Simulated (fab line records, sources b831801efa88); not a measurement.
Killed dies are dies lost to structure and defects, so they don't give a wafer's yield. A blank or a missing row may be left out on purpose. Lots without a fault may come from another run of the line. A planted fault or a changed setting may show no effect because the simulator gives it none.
fab line records | flow gf180mcu
record lots=24 wafers=72 last_day=34
route steps=602 shown V1@361 V2@387 M3@423 V3@452 V4@499
lots that met no fault: from a run of the same line without faults
start_h: hours from the record's first day to the start of the lot's first wafer shown | wait_h: hours since the lot's step before | " the same as in the row above | L1.1+2: a row that stands for several wafers | - no value, or no start given | * or withheld: withheld | < > ~ a bound
route shown NAME@n: a module of which the file shows steps, and the number in the route of the first | usual: mean/standard deviation of fault-free wafers | same: alike in all rows | chamber/n: place in a boat | sites: the reading at each site | _std_site: their standard deviation | _edge_site: outer sites' mean less inner sites' | radius_mm: how far each site lies from the wafer's centre | mask NAME#n: copy n | behind: the tool/chamber that last shaped the wafer | hold: why the lot was held/for how many hours/how that ended | device: the transistor (n, p or np) that didn't switch | end of line: the same wafers' tests at the end of the route | a step without rows: its recipe alone | killed: dies lost to structure and defects at the first sort, not the wafer's yield | map: a wafer's dies, x killed, . not, _ none there
set.NAME: the setting as run; set.NAME@STEP: as run at that earlier step | model.NAME: the simulator's own value behind a step, which no gauge read
steps of the route over a sample of lots; a table a step, a row a wafer
services: from which hour (start_h, from the record's first day; less than 0 if before it) a tool's chamber was out of use, for how many hours, and why
## steps
# step GF_V1_CMP_26
# recipe stop_on=SiO2 down_force_psi=3.5 platen_rpm=60 t_overpolish_s=15 target_thk_nm=0 pad_velocity_m_s=0.94248
# usual motor_current_A=10.9/1.5 overpolish_run_s=15.000/0.0089 time_to_endpoint_s=84/3.6
# columns lot.wafer tool chamber start_h wait_h motor_current_A overpolish_run_s time_to_endpoint_s
L074.2 cmp-01 1 406.98 0.0 9.1 15.004 81
L074.4 " 0 " " 10.2 15.009 84
L074.6 " 1 " " 9.3 15.009 80
L075.3 cmp-02 3 414.16 0.0 13.7 14.997 83
L075.2 " 1 " " 10.5 15.008 81
L075.5 " 3 " " 14.3 15.014 85
L076.4 cmp-02 0 425.71 0.0 9.8 15.016 84
L076.2 " 2 " " 12.4 15.001 85
L076.6 " 1 " " 10.1 14.988 82
L077.2 cmp-01 2 434.43 0.1 10.0 15.009 86
L077.3 " 3 " " 10.4 14.997 78
L077.5 " 1 " " 9.5 15.016 81
L078.2 cmp-01 2 450.51 0.0 10.0 14.990 84
L078.5 " 2 " " 10.5 15.008 87
L078.6 " 3 " " 11.3 14.999 81
L079.2 cmp-01 2 458.96 0.0 9.9 15.005 86
L079.4 " 3 " " 11.0 15.010 84
L079.1 " 1 " " 8.8 14.998 88
L080.2 cmp-02 1 466.99 0.1 10.5 14.990 87
L080.1 " 3 " " 14.2 15.000 90
L080.6 " 1 " " 10.9 14.996 82
L081.2 cmp-01 2 474.99 0.0 10.2 14.988 93
L081.4 " 3 " " 10.5 15.003 86
L081.1 " 0 " " 10.5 14.993 96
L082.2 cmp-02 3 482.28 0.1 14.3 14.983 92
L082.1 " 1 " " 10.6 14.992 85
L082.5 " 3 " " 14.0 15.006 89
L083.1 cmp-02 3 491.83 0.2 14.5 15.012 89
L083.6 " 0 " " 9.8 15.006 82
L083.5 " 1 " " 10.4 15.005 83
L084.4 cmp-01 1 499.43 0.1 9.4 15.008 86
L084.2 " 2 " " 10.6 15.005 89
L084.6 " 0 " " 10.4 15.010 87
L085.4 cmp-02 1 515.07 0.1 10.7 14.999 81
L085.2 " 2 " " 12.3 15.017 87
L085.5 " 0 " " 9.7 15.001 82
L086.2 cmp-02 3 518.71 0.0 14.2 14.997 86
L086.5 " 3 " " 14.2 15.005 83
L086.6 " 0 " " 9.4 15.008 79
L087.4 cmp-02 2 524.17 0.1 12.5 15.010 84
L087.2 " 3 " " 13.4 14.999 87
L087.5 " 1 " " 10.6 14.997 81
L088.1 cmp-01 0 537.91 0.1 10.4 14.998 87
L088.3 " 2 " " 10.2 15.004 84
L088.5 " 0 " " 10.6 15.006 86
L090.3 cmp-02 3 553.46 0.1 14.1 15.004 87
L090.1 " 0 " " 10.3 14.997 83
L090.2 " 1 " " 10.7 14.988 81
L089.4 cmp-02 3 554.65 0.0 13.8 14.996 83
L089.1 " 2 " " 12.5 14.993 84
L089.6 " 0 " " 10.1 14.984 81
L091.3 cmp-01 0 567.76 0.1 10.8 14.994 88
L091.2 " 1 " " 9.4 14.990 84
L091.5 " 3 " " 10.7 14.994 79
L092.1 cmp-01 3 570.57 0.1 10.5 15.004 80
L092.3 " 0 " " 10.8 15.004 86
L092.6 " 3 " " 10.6 14.995 79
L093.1 cmp-01 0 578.06 2.6 10.4 14.994 87
L093.6 " 2 " " 9.8 15.009 81
L093.5 " 3 " " 11.1 15.008 75
L094.3 cmp-02 1 585.08 0.1 10.3 14.999 82
L094.1 " 3 " " 14.3 15.007 86
L094.6 " 1 " " 10.5 15.002 80
L095.1 cmp-01 0 586.42 0.1 10.4 15.003 86
L095.3 " 1 " " 8.9 15.008 80
L095.6 " 0 " " 10.8 14.980 89
L096.3 cmp-02 0 599.24 0.1 10.0 14.994 82
L096.1 " 2 " " 12.4 14.998 89
L096.6 " 0 " " 10.0 15.013 76
L097.4 cmp-01 3 601.90 0.0 11.0 14.992 80
L097.1 " 0 " " 11.1 14.999 87
L097.6 " 3 " " 10.9 15.014 85
# step GF_V2_BOW_MEAS_05
# recipe mode=bow
# usual V2_BOW=97/7.7
# columns lot.wafer tool chamber start_h wait_h V2_BOW[um]
L074.2 film_metro-04 - 432.93 0.2 84
L074.4 " - " " 93
L074.6 " - " " 89
L075.2 film_metro-02 - 439.72 0.2 102
L075.3 " - " " 87
L075.5 " - " " 83
L076.2 film_metro-01 - 451.05 0.1 103
L076.4 " - " " 101
L076.6 " - " " 84
L077.2 film_metro-01 - 460.45 0.2 78
L077.3 " - " " 96
L077.5 " - " " 95
L078.2 film_metro-01 - 476.63 0.3 98
L078.5 " - " " 88
L078.6 " - " " 81
L079.1 film_metro-04 - 484.46 0.1 97
L079.2 " - " " 101
L079.4 " - " " 97
L080.1 film_metro-01 - 492.44 0.4 78
L080.2 " - " " 101
L080.6 " - " " 85
L081.1 film_metro-04 - 500.44 0.2 108
L081.2 " - " " 106
L081.4 " - " " 96
L082.1 film_metro-04 - 508.33 0.1 94
L082.2 " - " " 108
L082.5 " - " " 97
L083.1 film_metro-01 - 516.89 0.2 111
L083.5 " - " " 91
L083.6 " - " " 101
L084.2 film_metro-01 - 525.36 0.2 98
L084.4 " - " " 98
L084.6 " - " " 86
L085.2 film_metro-04 - 539.15 0.2 96
L085.4 " - " " 96
L085.5 " - " " 85
L086.2 film_metro-02 - 543.41 0.2 99
L086.5 " - " " 93
L086.6 " - " " 93
L087.2 film_metro-04 - 548.62 0.3 89
L087.4 " - " " 115
L087.5 " - " " 95
L088.1 film_metro-02 - 562.45 0.1 96
L088.3 " - " " 108
L088.5 " - " " 99
L090.1 film_metro-02 - 578.56 0.1 84
L090.2 " - " " 104
L090.3 " - " " 92
L089.1 film_metro-04 - 578.87 0.2 108
L089.4 " - " " 108
L089.6 " - " " 108
L091.2 film_metro-04 - 591.53 0.2 103
L091.3 " - " " 104
L091.5 " - " " 105
L092.1 film_metro-04 - 593.96 0.1 103
L092.3 " - " " 92
L092.6 " - " " 109
L093.1 film_metro-01 - 601.31 0.1 102
L093.5 " - " " 95
L093.6 " - " " 114
L094.1 film_metro-04 - 608.50 0.2 94
L094.3 " - " " 99
L094.6 " - " " 102
L095.1 film_metro-04 - 609.55 0.2 101
L095.3 " - " " 105
L095.6 " - " " 95
L096.1 film_metro-02 - 621.82 0.2 83
L096.3 " - " " 87
L096.6 " - " " 88
L097.1 film_metro-04 - 624.37 0.1 104
L097.4 " - " " 98
L097.6 " - " " 106
# step GF_V2_CVD_23
# recipe material=W target_thk_nm=350 time_s=104.94 temp_c=400 pressure_torr=40
# usual chamber_pressure_Torr=40.01/0.092 heater_power_w=843/54
# columns lot.wafer tool chamber start_h wait_h chamber_pressure_Torr heater_power_w
L074.2 cvd_w-01 1 458.31 0.0 40.06 822
L074.4 " 1 " " 40.15 812
L074.6 " 0 " " 39.90 861
L075.2 cvd_w-01 0 464.69 0.0 39.89 849
L075.3 " 0 " " 40.07 860
L075.5 " 1 " " 40.05 824
L076.2 cvd_w-01 0 475.79 0.0 40.03 849
L076.4 " 0 " " 40.04 865
L076.6 " 0 " " 39.95 868
L077.2 cvd_w-01 1 486.02 0.0 39.97 825
L077.3 " 1 " " 40.14 831
L077.5 " 0 " " 39.91 849
L078.2 cvd_w-01 1 501.04 0.0 40.05 821
L078.5 " 1 " " 40.10 817
L078.6 " 0 " " 39.97 857
L079.1 cvd_w-01 1 508.81 0.0 39.99 792
L079.2 " 0 " " 39.90 882
L079.4 " 1 " " 39.96 806
L080.1 cvd_w-01 1 516.69 0.0 40.03 821
L080.2 " 0 " " 40.15 864
L080.6 " 1 " " 40.05 835
L081.1 cvd_w-01 1 524.45 0.0 40.10 843
L081.2 " 0 " " 39.86 859
L081.4 " 1 " " 40.04 812
L082.1 cvd_w-02 0 532.65 0.0 40.03 758
L082.2 " 1 " " 40.18 899
L082.5 " 0 " " 39.98 752
L083.1 cvd_w-02 1 540.73 0.0 39.93 891
L083.5 " 1 " " 39.84 933
L083.6 " 0 " " 40.08 755
L084.2 cvd_w-01 0 549.76 0.0 40.08 861
L084.4 " 0 " " 40.08 867
L084.6 " 1 " " 40.03 839
L085.2 cvd_w-02 1 562.53 0.0 40.17 926
L085.4 " 0 " " 40.10 767
L085.5 " 1 " " 40.03 889
L086.2 cvd_w-02 0 567.00 0.0 40.10 743
L086.5 " 1 " " 40.04 921
L086.6 " 0 " " 40.05 783
L087.2 cvd_w-02 0 571.93 0.0 39.92 750
L087.4 " 0 " " 39.87 751
L087.5 " 0 " " 39.98 768
L088.1 cvd_w-01 0 584.62 0.0 39.82 876
L088.3 " 0 " " 39.87 860
L088.5 " 1 " " 40.01 846
L090.1 cvd_w-02 1 600.94 0.0 40.08 930
L090.2 " 0 " " 40.02 758
L090.3 " 1 " " 40.09 913
L089.1 cvd_w-02 1 601.29 0.0 39.93 925
L089.4 " 1 " " 39.88 918
L089.6 " 1 " " 40.06 924
L091.2 cvd_w-01 0 613.49 0.0 39.95 846
L091.3 " 1 " " 39.99 841
L091.5 " 0 " " 40.03 869
L092.1 cvd_w-01 1 616.02 0.0 39.89 805
L092.3 " 1 " " 39.87 822
L092.6 " 0 " " 40.04 872
L093.1 cvd_w-01 0 623.27 0.0 39.96 886
L093.5 " 0 " " 40.09 881
L093.6 " 1 " " 40.18 837
L094.1 cvd_w-02 0 630.25 0.0 39.98 752
L094.3 " 0 " " 39.93 756
L094.6 " 1 " " 40.05 954
L095.1 cvd_w-01 1 630.75 0.0 40.18 820
L095.3 " 0 " " 39.99 875
L095.6 " 1 " " 40.01 838
L096.1 cvd_w-01 0 643.43 0.0 39.81 861
L096.3 " 1 " " 40.02 833
L096.6 " 0 " " 39.98 857
L097.1 cvd_w-02 0 645.92 0.0 40.14 753
L097.4 " 1 " " 39.92 948
L097.6 " 0 " " 40.02 759
# step GF_M3_CD_MEAS_14
# recipe target_cd_nm=280
# usual cd_nm=279.8/1.3
# columns lot.wafer tool chamber start_h wait_h cd_nm
L074.2 cd_sem-02 - 483.14 0.1 278.2
L074.4 " - " " 279.4
L074.6 " - " " 279.4
L075.2 cd_sem-02 - 489.54 0.2 282.6
L075.3 " - " " 283.2
L075.5 " - " " 281.1
L076.2 cd_sem-02 - 500.19 0.2 280.7
L076.4 " - " " 281.7
L076.6 " - " " 281.4
L077.2 cd_sem-02 - 510.14 0.1 280.2
L077.3 " - " " 280.7
L077.5 " - " " 279.0
L078.2 cd_sem-01 - 524.87 0.1 279.2
L078.5 " - " " 278.6
L078.6 " - " " 278.2
L079.1 cd_sem-01 - 532.95 0.1 278.6
L079.2 " - " " 279.2
L079.4 " - " " 278.3
L080.1 cd_sem-02 - 540.81 0.1 279.1
L080.2 " - " " 279.6
L080.6 " - " " 279.8
L081.1 cd_sem-01 - 548.15 0.1 279.4
L081.2 " - " " 278.8
L081.4 " - " " 278.6
L082.1 cd_sem-02 - 556.10 0.1 279.0
L082.2 " - " " 278.7
L082.5 " - " " 278.0
L083.1 cd_sem-02 - 564.06 0.1 280.5
L083.5 " - " " 280.5
L083.6 " - " " 280.5
L084.2 cd_sem-02 - 572.37 0.1 280.4
L084.4 " - " " 280.3
L084.6 " - " " 280.1
L085.2 cd_sem-02 - 584.18 0.1 281.9
L085.4 " - " " 281.1
L085.5 " - " " 280.2
L086.2 cd_sem-02 - 589.91 0.2 280.4
L086.5 " - " " 279.7
L086.6 " - " " 278.3
L087.2 cd_sem-02 - 597.40 0.2 281.3
L087.4 " - " " 282.8
L087.5 " - " " 280.9
L088.1 cd_sem-02 - 606.32 0.2 278.0
L088.3 " - " " 279.0
L088.5 " - " " 277.8
L090.1 cd_sem-02 - 622.86 0.1 280.0
L090.2 " - " " 278.7
L090.3 " - " " 279.2
L089.1 cd_sem-02 - 623.21 0.1 276.8
L089.4 " - " " 278.3
L089.6 " - " " 277.7
L091.2 cd_sem-02 - 635.02 0.1 281.2
L091.3 " - " " 281.4
L091.5 " - " " 279.4
L092.1 cd_sem-02 - 637.05 0.1 280.4
L092.3 " - " " 280.3
L092.6 " - " " 280.6
L093.1 cd_sem-02 - 644.62 0.1 279.0
L093.5 " - " " 278.9
L093.6 " - " " 278.8
L094.1 cd_sem-01 - 651.71 0.2 279.0
L094.3 " - " " 278.0
L094.6 " - " " 277.7
L095.1 cd_sem-01 - 652.13 0.2 281.2
L095.3 " - " " 281.4
L095.6 " - " " 281.9
L096.1 cd_sem-01 - 664.02 0.1 279.5
L096.3 " - " " 279.6
L096.6 " - " " 280.4
L097.1 cd_sem-01 - 665.92 0.1 280.2
L097.4 " - " " 278.5
L097.6 " - " " 279.8
# step GF_V3_CVD_23
# recipe material=W target_thk_nm=350 time_s=104.9 temp_c=400 pressure_torr=40
# usual chamber_pressure_Torr=40.00/0.083 heater_power_w=842/69
# columns lot.wafer tool chamber start_h wait_h chamber_pressure_Torr heater_power_w
L074.2 cvd_w-02 1 508.46 0.0 39.89 933
L074.4 " 0 " " 40.05 748
L074.6 " 0 " " 40.15 761
L075.2 cvd_w-02 1 514.99 0.0 39.92 922
L075.3 " 0 " " 40.12 748
L075.5 " 0 " " 39.98 745
L076.2 cvd_w-02 1 525.37 0.0 40.10 916
L076.4 " 1 " " 40.01 933
L076.6 " 1 " " 39.88 932
L077.2 cvd_w-01 1 534.74 0.0 39.80 833
L077.3 " 1 " " 39.94 808
L077.5 " 0 " " 39.99 857
L078.2 cvd_w-02 0 550.49 0.0 40.17 757
L078.5 " 0 " " 40.09 746
L078.6 " 1 " " 40.06 935
L079.1 cvd_w-01 0 557.73 0.0 40.15 881
L079.2 " 1 " " 39.93 842
L079.4 " 0 " " 39.92 860
L080.1 cvd_w-02 1 565.36 0.0 40.05 901
L080.2 " 0 " " 39.87 769
L080.6 " 1 " " 40.08 946
L081.1 cvd_w-02 0 573.21 0.0 39.98 774
L081.2 " 1 " " 39.95 926
L081.4 " 0 " " 39.93 733
L082.1 cvd_w-01 0 580.90 0.0 40.04 861
L082.2 " 1 " " 40.04 833
L082.5 " 1 " " 40.02 829
L083.1 cvd_w-02 1 587.22 0.0 39.99 940
L083.5 " 0 " " 39.95 747
L083.6 " 1 " " 40.09 904
L084.2 cvd_w-02 1 599.24 0.0 40.09 935
L084.4 " 0 " " 39.99 751
L084.6 " 1 " " 39.96 912
L085.2 cvd_w-02 1 607.83 0.0 40.01 927
L085.4 " 0 " " 39.98 753
L085.5 " 0 " " 40.11 767
L086.2 cvd_w-02 1 612.75 0.0 40.08 915
L086.5 " 0 " " 39.92 745
L086.6 " 1 " " 40.00 942
L087.2 cvd_w-02 0 620.47 0.0 39.86 732
L087.4 " 0 " " 40.11 741
L087.5 " 0 " " 40.09 785
L088.1 cvd_w-01 0 629.43 0.0 40.01 869
L088.3 " 0 " " 39.97 870
L088.5 " 1 " " 40.10 828
L090.1 cvd_w-01 1 645.12 0.0 39.95 844
L090.2 " 0 " " 39.94 865
L090.3 " 1 " " 39.99 835
L089.1 cvd_w-01 1 646.37 0.0 40.14 813
L089.4 " 1 " " 40.11 826
L089.6 " 0 " " 39.99 873
L091.2 cvd_w-02 1 657.70 0.0 39.96 904
L091.3 " 1 " " 39.97 914
L091.5 " 0 " " 40.15 753
L092.1 cvd_w-01 1 659.39 0.0 40.08 843
L092.3 " 0 " " 39.88 868
L092.6 " 1 " " 39.96 850
L093.1 cvd_w-02 0 666.12 0.0 39.97 763
L093.5 " 1 " " 40.10 924
L093.6 " 0 " " 40.04 753
L094.1 cvd_w-01 1 673.28 0.0 40.06 853
L094.3 " 0 " " 40.01 881
L094.6 " 1 " " 40.05 811
L095.1 cvd_w-02 0 673.56 0.0 39.93 773
L095.3 " 1 " " 40.01 915
L095.6 " 0 " " 39.98 749
L096.1 cvd_w-02 1 685.14 0.0 39.97 930
L096.3 " 1 " " 39.90 924
L096.6 " 1 " " 39.90 921
L097.1 cvd_w-02 0 687.26 0.0 39.92 758
L097.4 " 1 " " 40.04 945
L097.6 " 0 " " 40.00 751
# step GF_V4_CVD_23
# recipe material=W target_thk_nm=350 time_s=104.9 temp_c=400 pressure_torr=40
# usual chamber_pressure_Torr=40.00/0.072 heater_power_w=843/69
# columns lot.wafer tool chamber start_h wait_h chamber_pressure_Torr heater_power_w
L074.2 cvd_w-02 1 557.33 0.0 39.99 896
L074.4 " 1 " " 40.06 891
L074.6 " 1 " " 39.94 918
L075.2 cvd_w-01 0 563.34 0.0 40.03 877
L075.3 " 0 " " 39.99 869
L075.5 " 0 " " 39.99 849
L076.2 cvd_w-01 1 573.56 0.0 39.97 810
L076.4 " 1 " " 39.99 838
L076.6 " 0 " " 40.03 841
L077.2 cvd_w-02 1 582.85 0.0 40.13 926
L077.3 " 1 " " 40.14 922
L077.5 " 1 " " 40.00 922
L078.2 cvd_w-02 1 599.58 0.0 40.04 944
L078.5 " 1 " " 39.97 911
L078.6 " 0 " " 40.08 747
L079.1 cvd_w-02 1 603.49 0.0 40.05 905
L079.2 " 0 " " 40.12 746
L079.4 " 1 " " 40.02 913
L080.1 cvd_w-02 1 610.64 0.0 40.13 913
L080.2 " 0 " " 40.15 764
L080.6 " 0 " " 40.09 756
L081.1 cvd_w-02 0 622.19 0.0 40.02 764
L081.2 " 1 " " 40.04 901
L081.4 " 0 " " 40.06 747
L082.1 cvd_w-01 1 626.51 0.0 40.14 830
L082.2 " 0 " " 39.83 861
L082.5 " 1 " " 40.02 832
L083.1 cvd_w-01 1 631.41 0.0 39.94 815
L083.5 " 1 " " 39.96 826
L083.6 " 0 " " 39.96 862
L084.2 cvd_w-02 1 644.13 0.0 39.95 919
L084.4 " 0 " " 40.02 755
L084.6 " 0 " " 39.97 768
L085.2 cvd_w-02 0 652.54 0.0 39.99 765
L085.4 " 1 " " 39.96 924
L085.5 " 0 " " 39.91 752
L086.2 cvd_w-02 1 656.14 0.0 39.93 910
L086.5 " 1 " " 39.96 931
L086.6 " 0 " " 39.92 759
L087.2 cvd_w-01 0 662.97 0.0 40.09 890
L087.4 " 0 " " 39.87 880
L087.5 " 0 " " 39.94 873
L088.1 cvd_w-02 1 671.47 0.0 40.03 934
L088.3 " 0 " " 39.88 755
L088.5 " 0 " " 39.93 757
L089.1 cvd_w-01 0 687.63 0.0 39.98 851
L089.4 " 1 " " 40.13 821
L089.6 " 1 " " 40.14 837
L091.2 cvd_w-01 0 698.79 0.0 40.06 858
L091.3 " 0 " " 40.05 880
L091.5 " 0 " " 40.00 855
L092.1 cvd_w-02 0 700.23 0.0 40.13 761
L092.3 " 0 " " 40.12 753
L092.6 " 0 " " 40.02 768
L090.1 cvd_w-02 1 701.04 0.0 39.95 911
L090.2 " 0 " " 40.03 751
L090.3 " 1 " " 40.08 944
L093.1 cvd_w-02 0 707.48 0.0 40.00 772
L093.5 " 1 " " 40.05 930
L093.6 " 0 " " 40.00 761
L094.1 cvd_w-02 1 713.99 0.0 40.12 940
L094.3 " 0 " " 40.12 773
L094.6 " 0 " " 40.00 769
L095.1 cvd_w-02 1 714.68 0.0 40.01 922
L095.3 " 1 " " 39.95 918
L095.6 " 0 " " 39.96 763
L096.1 cvd_w-02 0 724.12 0.0 40.03 764
L096.3 " 0 " " 39.97 775
L096.6 " 1 " " 39.95 913
L097.1 cvd_w-01 1 726.30 0.0 39.79 834
L097.4 " 0 " " 39.96 862
L097.6 " 1 " " 39.97 823
## services
# columns tool chamber start_h hours kind
cvd_w-01 - 390.00 14.0 pm
cvd_w-01 0 390.00 14.0 vent_cycle
cvd_w-01 1 390.00 14.0 vent_cycle
cmp-02 - 404.00 4.0 pm
cvd_w-01 0 404.00 - clean
cvd_w-01 1 404.00 - clean
cmp-01 - 436.59 1.0 repair
cmp-01 - 436.62 0.2 repair
cvd_w-01 - 464.84 6.9 pm
cvd_w-02 - 478.00 0.5 repair
cmp-02 - 486.76 4.5 pm
cvd_w-01 1 509.19 7.3 repair
cmp-01 - 509.55 8.2 pm
cmp-01 - 550.38 5.1 repair
cmp-02 - 561.07 4.1 repair
cmp-01 - 572.16 4.0 pm
cmp-02 - 578.56 0.9 repair
cmp-01 - 588.67 0.7 repair
cmp-02 - 590.41 0.7 repair
cvd_w-01 - 598.22 14.6 pm
cmp-01 - 643.19 2.5 repair
cvd_w-01 - 700.88 2.8 pm
cmp-02 - 712.31 5.1 pm
cmp-01 - 717.69 5.6 pm
## key
fault none
